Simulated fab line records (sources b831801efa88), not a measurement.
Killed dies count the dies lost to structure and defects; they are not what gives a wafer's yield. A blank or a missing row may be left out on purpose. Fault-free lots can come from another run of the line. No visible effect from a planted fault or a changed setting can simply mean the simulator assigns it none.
Chamber matching / flow sky130 / SKY_LI_CONTACT_CMP_24 on cmp-02: 4 sister chambers
The step polishes, stops on PSG, t overpolish 20 s, target thk 0 nm. 22 wafers are shown with their chamber, then 11 later ones without.

## EACH WAFER AND ITS CHAMBER
wafer=L075.1; chamber=2; motor-current-A (A)=12.6; time-to-endpoint-s (s)=103; retaining-ring-pressure-frac=1.005
wafer=L075.4; chamber=1; motor-current-A (A)=11.9; time-to-endpoint-s (s)=111; retaining-ring-pressure-frac=0.997
wafer=L075.6; chamber=0; motor-current-A (A)=9.6; time-to-endpoint-s (s)=104; retaining-ring-pressure-frac=0.999
wafer=L076.1; chamber=0; motor-current-A (A)=9.5; time-to-endpoint-s (s)=94; retaining-ring-pressure-frac=1.005
wafer=L076.2; chamber=3; motor-current-A (A)=9.6; time-to-endpoint-s (s)=97; retaining-ring-pressure-frac=1.006
wafer=L076.6; chamber=3; motor-current-A (A)=9.4; time-to-endpoint-s (s)=95; retaining-ring-pressure-frac=1.001
wafer=L078.1; chamber=0; motor-current-A (A)=9.5; time-to-endpoint-s (s)=93; retaining-ring-pressure-frac=1.004
wafer=L078.3; chamber=3; motor-current-A (A)=9.6; time-to-endpoint-s (s)=98; retaining-ring-pressure-frac=1.001
wafer=L078.6; chamber=2; motor-current-A (A)=12.3; time-to-endpoint-s (s)=101; retaining-ring-pressure-frac=1.002
wafer=L082.2; chamber=0; motor-current-A (A)=9.5; time-to-endpoint-s (s)=98; retaining-ring-pressure-frac=1.003
wafer=L082.5; chamber=1; motor-current-A (A)=11.7; time-to-endpoint-s (s)=104; retaining-ring-pressure-frac=0.995
wafer=L082.6; chamber=0; motor-current-A (A)=9.3; time-to-endpoint-s (s)=95; retaining-ring-pressure-frac=0.995
wafer=L084.1; chamber=2; motor-current-A (A)=12.0; time-to-endpoint-s (s)=98; retaining-ring-pressure-frac=0.999
wafer=L084.5; chamber=0; motor-current-A (A)=9.6; time-to-endpoint-s (s)=94; retaining-ring-pressure-frac=0.995
wafer=L084.6; chamber=3; motor-current-A (A)=9.7; time-to-endpoint-s (s)=96; retaining-ring-pressure-frac=0.999
wafer=L088.1; chamber=2; motor-current-A (A)=12.6; time-to-endpoint-s (s)=99; retaining-ring-pressure-frac=0.996
wafer=L088.2; chamber=0; motor-current-A (A)=9.5; time-to-endpoint-s (s)=96; retaining-ring-pressure-frac=0.999
wafer=L088.4; chamber=3; motor-current-A (A)=10.2; time-to-endpoint-s (s)=93; retaining-ring-pressure-frac=0.994
wafer=L090.2; chamber=1; motor-current-A (A)=12.7; time-to-endpoint-s (s)=106; retaining-ring-pressure-frac=0.998
wafer=L090.4; chamber=3; motor-current-A (A)=9.0; time-to-endpoint-s (s)=95; retaining-ring-pressure-frac=0.997
wafer=L090.5; chamber=1; motor-current-A (A)=11.7; time-to-endpoint-s (s)=105; retaining-ring-pressure-frac=0.998
wafer=L092.2; chamber=0; motor-current-A (A)=8.8; time-to-endpoint-s (s)=96; retaining-ring-pressure-frac=1.014

SIGNATURES (means of the wafers above)
reading=motor-current-A; chamber 0=9.412; chamber 1=12.000; chamber 2=12.375; chamber 3=9.583; scatter within a chamber=0.348
reading=time-to-endpoint-s; chamber 0=96.25; chamber 1=106.50; chamber 2=100.25; chamber 3=95.67; scatter within a chamber=2.83
reading=retaining-ring-pressure-frac; chamber 0=1.00175; chamber 1=0.99700; chamber 2=1.00050; chamber 3=0.99967; scatter within a chamber=0.00476
Rule: a wafer lies at a distance from a chamber equal to the root of the sum of squares, over the readings, of (its reading less the chamber's mean, divided by the reading's scatter). If the next closest chamber is less than 2 further off than the closest, the wafer can't be placed; otherwise it belongs to the closest. The scatter: take each reading less its chamber's mean, square it, sum over the shown wafers, divide by the number of wafers less the number of chambers, and take the root.

## WAFERS WITH NO CHAMBER GIVEN
wafer=L092.4; motor-current-A (A)=12.2; time-to-endpoint-s (s)=104; retaining-ring-pressure-frac=1.007
wafer=L092.6; motor-current-A (A)=12.9; time-to-endpoint-s (s)=99; retaining-ring-pressure-frac=0.997
wafer=L093.1; motor-current-A (A)=9.6; time-to-endpoint-s (s)=92; retaining-ring-pressure-frac=0.992
wafer=L093.2; motor-current-A (A)=11.8; time-to-endpoint-s (s)=104; retaining-ring-pressure-frac=0.996
wafer=L093.6; motor-current-A (A)=11.6; time-to-endpoint-s (s)=105; retaining-ring-pressure-frac=1.006
wafer=L095.1; motor-current-A (A)=12.6; time-to-endpoint-s (s)=105; retaining-ring-pressure-frac=1.015
wafer=L095.3; motor-current-A (A)=9.3; time-to-endpoint-s (s)=98; retaining-ring-pressure-frac=0.999
wafer=L095.5; motor-current-A (A)=9.1; time-to-endpoint-s (s)=98; retaining-ring-pressure-frac=1.004
wafer=L096.3; motor-current-A (A)=9.3; time-to-endpoint-s (s)=96; retaining-ring-pressure-frac=1.001
wafer=L096.5; motor-current-A (A)=9.7; time-to-endpoint-s (s)=95; retaining-ring-pressure-frac=0.995
wafer=L096.6; motor-current-A (A)=11.9; time-to-endpoint-s (s)=104; retaining-ring-pressure-frac=1.006

## WHICH CHAMBER EACH ONE RAN IN
wafer=L092.4; from the rows above=can't be placed: 2 or 1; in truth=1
wafer=L092.6; from the rows above=can't be placed: 2 or 1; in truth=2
wafer=L093.1; from the rows above=can't be placed: 3 or 0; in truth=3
wafer=L093.2; from the rows above=can't be placed: 1 or 2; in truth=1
wafer=L093.6; from the rows above=can't be placed: 1 or 2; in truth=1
wafer=L095.1; from the rows above=can't be placed: 2 or 1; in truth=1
wafer=L095.3; from the rows above=can't be placed: 0 or 3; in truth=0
wafer=L095.5; from the rows above=can't be placed: 0 or 3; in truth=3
wafer=L096.3; from the rows above=can't be placed: 0 or 3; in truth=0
wafer=L096.5; from the rows above=can't be placed: 3 or 0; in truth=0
wafer=L096.6; from the rows above=can't be placed: 1 or 2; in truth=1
Placed correctly: 0 of 11. Can't be placed from these rows: 11 (the true chamber is among the candidates in 11). Placed wrongly: 0.
